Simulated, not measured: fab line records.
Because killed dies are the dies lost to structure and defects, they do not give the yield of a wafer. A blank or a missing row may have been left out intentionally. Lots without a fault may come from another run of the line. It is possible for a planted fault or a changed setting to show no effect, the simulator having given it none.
Chamber matching | flow gf180mcu | GF_M5_ETCH_09 on rie diel-02 has 4 sister chambers
The step etches Si3N4 in CF4/O2, target depth 52 nm, time 11.6 s. 8 wafers are shown with their chamber, then 7 later ones without.

== WAFERS WITH THEIR CHAMBER ==
wafer  | chamber | drypump motor current A (A) | oes product au (a.u.)
L588.1 | 0       | 4.8                         | 1.011
L588.6 | 2       | 5.2                         | 1.008
L589.1 | 0       | 4.8                         | 0.999
L600.2 | 1       | 5.9                         | 1.012
L600.4 | 3       | 5.9                         | 1.023
L600.5 | 2       | 5.3                         | 1.005
L601.2 | 1       | 5.9                         | 1.016
L601.4 | 3       | 5.9                         | 1.010

== WAFERS WHOSE CHAMBER IS MISSING ==
wafer  | drypump motor current A (A) | oes product au (a.u.)
L601.6 | 5.8                         | 1.013
L602.3 | 5.2                         | 0.992
L602.4 | 5.9                         | 1.018
L602.5 | 5.8                         | 1.017
L604.1 | 5.9                         | 1.011
L604.2 | 4.8                         | 0.996
L604.4 | 4.8                         | 0.997

== EACH ONE'S CHAMBER ==
wafer  | from the rows above     | in truth
L601.6 | can't be placed: 1 or 3 | 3
L602.3 | 2                       | 2
L602.4 | can't be placed: 3 or 1 | 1
L602.5 | can't be placed: 3 or 1 | 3
L604.1 | can't be placed: 1 or 3 | 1
L604.2 | 0                       | 0
L604.4 | 0                       | 0
Correct placement for 3 of the 7. Can't be placed from these rows: 4 (the true chamber is among the candidates in 4). Number placed wrongly: 0.
How it was worked out, from the rows above alone: a wafer's distance from a chamber is the root of the sum, over the readings, of the square of ((its reading less the chamber's mean) divided by the reading's scatter). The wafer belongs to the nearest chamber; if the next one is less than 2 further off, it can't be placed. The mean given for a chamber averages the wafers shown for that chamber. The scatter is the square root of a quotient: the sum, over the shown wafers, of each reading's squared deviation from its chamber's mean, divided by wafers minus chambers.
